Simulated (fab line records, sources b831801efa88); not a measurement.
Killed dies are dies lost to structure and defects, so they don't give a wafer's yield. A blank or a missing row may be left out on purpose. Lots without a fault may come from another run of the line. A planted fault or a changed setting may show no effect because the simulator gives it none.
fab line records | flow sky130
record lots=14 wafers=42 last_day=50
route steps=708 shown PWDE@52 NWELL@63 VT_ADJUST_HVTP@93
lots that met no fault: from a run of the same line without faults
start_h: hours from the record's first day to the start of the lot's first wafer shown | wait_h: hours since the lot's step before | " the same as in the row above | L1.1+2: a row that stands for several wafers | - no value, or no start given | * or withheld: withheld | < > ~ a bound
route shown NAME@n: a module of which the file shows steps, and the number in the route of the first | usual: mean/standard deviation of fault-free wafers | same: alike in all rows | chamber/n: place in a boat | sites: the reading at each site | _std_site: their standard deviation | _edge_site: outer sites' mean less inner sites' | radius_mm: how far each site lies from the wafer's centre | mask NAME#n: copy n | behind: the tool/chamber that last shaped the wafer | hold: why the lot was held/for how many hours/how that ended | device: the transistor (n, p or np) that didn't switch | end of line: the same wafers' tests at the end of the route | a step without rows: its recipe alone | killed: dies lost to structure and defects at the first sort, not the wafer's yield | map: a wafer's dies, x killed, . not, _ none there
set.NAME: the setting as run; set.NAME@STEP: as run at that earlier step | model.NAME: the simulator's own value behind a step, which no gauge read
steps of the route over a sample of lots; a table a step, a row a wafer
## steps
# step SKY_PWDE_OVL_MEAS_07
# usual PWDE_OVL=-1.0/1.2
# columns lot.wafer tool chamber start_h wait_h PWDE_OVL[nm]
L684.3 overlay-02 - 76.54 - -2.1
L684.4 " - " " -3.1
L684.5 " - " " -3.3
L685.2 overlay-01 - 80.60 - -0.3
L685.5 " - " " -1.6
L685.6 " - " " -0.2
L686.1 overlay-02 - 88.08 - 0.0
L686.2 " - " " -1.5
L686.4 " - " " -0.1
L687.1 overlay-02 - 93.25 - 0.8
L687.2 " - " " -2.4
L687.4 " - " " 0.4
L688.1 overlay-01 - 96.88 - -2.6
L688.4 " - " " -0.9
L688.5 " - " " -2.0
L689.1 overlay-01 - 101.26 - -0.1
L689.2 " - " " -0.8
L689.5 " - " " -0.4
L694.1 overlay-02 - 129.63 - 0.3
L694.2 " - " " -0.9
L694.6 " - " " 0.2
L695.2 overlay-02 - 134.24 - -0.4
L695.4 " - " " -0.3
L695.5 " - " " -1.6
L696.1 overlay-01 - 138.76 - -0.1
L696.3 " - " " -1.7
L696.4 " - " " -1.9
L697.1 overlay-02 - 151.78 - -1.2
L697.2 " - " " 0.4
L697.3 " - " " -0.3
L700.1 overlay-01 - 164.88 - 1.3
L700.3 " - " " -2.8
L700.6 " - " " -1.6
L702.1 overlay-02 - 175.43 - -0.6
L702.3 " - " " -2.0
L702.4 " - " " -2.1
L705.2 overlay-02 - 191.90 - -3.7
L705.3 " - " " -1.5
L705.6 " - " " -1.1
L706.3 overlay-01 - 194.76 - -1.5
L706.4 " - " " -1.4
L706.6 " - " " -0.3
# step SKY_NWELL_OVL_MEAS_10
# usual NWELL_00_OVL=0.7/1.3
# columns lot.wafer tool chamber start_h wait_h NWELL_00_OVL[nm]
L684.3 overlay-01 - 93.61 - 0.1
L684.4 " - " " 1.3
L684.5 " - " " 0.2
L685.2 overlay-01 - 98.25 - 2.2
L685.5 " - " " 2.7
L685.6 " - " " 1.1
L686.1 overlay-02 - 105.30 - 0.8
L686.2 " - " " 1.0
L686.4 " - " " 1.8
L687.1 overlay-02 - 111.15 - -1.8
L687.2 " - " " -3.2
L687.4 " - " " -1.6
L688.1 overlay-02 - 114.48 - 1.2
L688.4 " - " " 2.3
L688.5 " - " " 0.5
L689.1 overlay-02 - 119.83 - -1.3
L689.2 " - " " -2.4
L689.5 " - " " -0.3
L694.1 overlay-01 - 148.58 - 1.6
L694.2 " - " " 2.3
L694.6 " - " " 2.7
L695.2 overlay-02 - 153.76 - -1.5
L695.4 " - " " 0.5
L695.5 " - " " -0.7
L696.1 overlay-02 - 158.35 - 1.1
L696.3 " - " " 0.5
L696.4 " - " " -0.4
L697.1 overlay-01 - 171.63 - 2.7
L697.2 " - " " 2.2
L697.3 " - " " 2.0
L700.1 overlay-01 - 184.70 - -0.3
L700.3 " - " " 3.2
L700.6 " - " " 0.6
L702.1 overlay-02 - 195.68 - -0.4
L702.3 " - " " 1.2
L702.4 " - " " -0.6
L705.2 overlay-02 - 213.60 - -0.8
L705.3 " - " " -0.7
L705.6 " - " " -0.1
L706.3 overlay-01 - 217.54 - -0.1
L706.4 " - " " 0.4
L706.6 " - " " -0.6
# step SKY_NWELL_DEVELOP_22
# recipe wall_angle_deg=90 developer=TMAH develop_time_s=60 dev_temp_c=23
# usual chill_plate_temp_C=22.97/0.091 develop_time_s=60/0
# columns lot.wafer tool chamber start_h wait_h chill_plate_temp_C develop_time_s
L684.3 litho_track-04 0 111 - 22.96 60
L684.4 " 0 " " 23.15 60
L684.5 " 0 " " 22.95 60
L685.2 litho_track-01 0 115 - 22.98 60
L685.5 " 0 " " 23.01 60
L685.6 " 0 " " 22.81 60
L686.1 litho_track-04 0 123 - 22.93 60
L686.2 " 0 " " 23.00 60
L686.4 " 0 " " 22.96 60
L687.1 litho_track-01 0 129 - 22.90 60
L687.2 " 0 " " 22.91 60
L687.4 " 0 " " 22.96 60
L688.1 litho_track-03 0 133 - 22.90 60
L688.4 " 0 " " 22.90 60
L688.5 " 0 " " 23.11 60
L689.1 litho_track-04 0 138 - 22.95 60
L689.2 " 0 " " 23.03 60
L689.5 " 0 " " 23.12 60
L694.1 litho_track-04 0 168 - 22.87 60
L694.2 " 0 " " 22.99 60
L694.6 " 0 " " 23.01 60
L695.2 litho_track-01 - 174 - - -
L695.4 " - " " - -
L695.5 " - " " - -
L696.1 litho_track-03 - 178 - - -
L696.3 " - " " - -
L696.4 " - " " - -
L697.1 litho_track-04 0 192 - 22.94 60
L697.2 " 0 " " 22.85 60
L697.3 " 0 " " 23.02 60
L700.1 litho_track-04 0 206 - 23.04 60
L700.3 " 0 " " 23.03 60
L700.6 " 0 " " 23.05 60
L702.1 litho_track-03 0 217 - 22.95 60
L702.3 " 0 " " 22.92 60
L702.4 " 0 " " 22.96 60
L705.2 litho_track-03 0 235 - 22.94 60
L705.3 " 0 " " 22.98 60
L705.6 " 0 " " 22.87 60
L706.3 litho_track-03 0 240 - 22.95 60
L706.4 " 0 " " 22.86 60
L706.6 " 0 241 - 22.94 60
# step SKY_VT_ADJUST_HVTP_OVL_MEAS_08
# usual VT_ADJUST_HVTP_OVL=-0.5/1.5
# columns lot.wafer tool chamber start_h wait_h VT_ADJUST_HVTP_OVL[nm]
L684.3 overlay-01 - 130.84 0.1 -0.4
L684.4 " - " " -1.1
L684.5 " - " " -0.8
L685.2 overlay-02 - 134.66 0.1 0.6
L685.5 " - " " 1.9
L685.6 " - " " 0.3
L686.1 overlay-02 - 142.58 0.1 -4.2
L686.2 " - " " -2.8
L686.4 " - " " -3.7
L687.1 overlay-01 - 148.97 0.1 -0.6
L687.2 " - " " -1.2
L687.4 " - " " -0.6
L688.1 overlay-01 - 153.63 0.1 -2.5
L688.4 " - " " -2.3
L688.5 " - " " -1.5
L689.1 overlay-01 - 159.45 0.1 -2.4
L689.2 " - " " -0.1
L689.5 " - " " -1.2
L694.1 overlay-02 - 189.68 0.1 -2.0
L694.2 " - " " -1.7
L694.6 " - " " -2.7
L695.2 overlay-01 - 195.64 0.1 -0.4
L695.4 " - " " -0.7
L695.5 " - " " -1.3
L696.1 overlay-02 - 200.13 0.1 -0.4
L696.3 " - " " 1.0
L696.4 " - " " 1.3
L697.1 overlay-01 - 214.65 0.1 2.1
L697.2 " - " " 0.4
L697.3 " - " " 1.0
L700.1 overlay-02 - 230.00 0.1 -0.2
L700.3 " - " " 1.1
L700.6 " - " " -0.6
L702.1 overlay-02 - 241.60 0.1 -0.5
L702.3 " - " " -1.0
L702.4 " - " " -0.2
L705.2 overlay-01 - 259.69 0.1 1.3
L705.3 " - " " 0.3
L705.6 " - " " -1.0
L706.3 overlay-01 - 264.68 0.1 -1.2
L706.4 " - " " 0.7
L706.6 " - " " -0.6
## key
first_sign step=SKY_NWELL_DEVELOP_22 reading=tool_record direction=missing
effect none on later readings
met_at SKY_NWELL_DEVELOP_22
struck_lots L695,L696
sort_left_out L695.2,L695.4,L695.5,L696.1,L696.3,L696.4
tester_left_out L695,L696
not_acting_at SKY_PWDE_OVL_MEAS_07,SKY_NWELL_OVL_MEAS_10,SKY_VT_ADJUST_HVTP_OVL_MEAS_08
onset_between 133 174
fault kind=skipped_step_whole tool=litho_track-01,litho_track-03 chamber=- onset_h=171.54 steps=SKY_NWELL_DEVELOP_22 scope=struck_lots_only
# tester_left_out: of these lots the tester's yield and bins aren't shown, on N5 and GAA mostly nor the transistor test; their killed dies are dies lost to structure and defects alone, not to doping, threshold or leakage, so they don't give the yield
# sort_left_out: the simulated sort isn't trusted on such a fault, so these wafers' sort isn't shown, and their yield isn't known
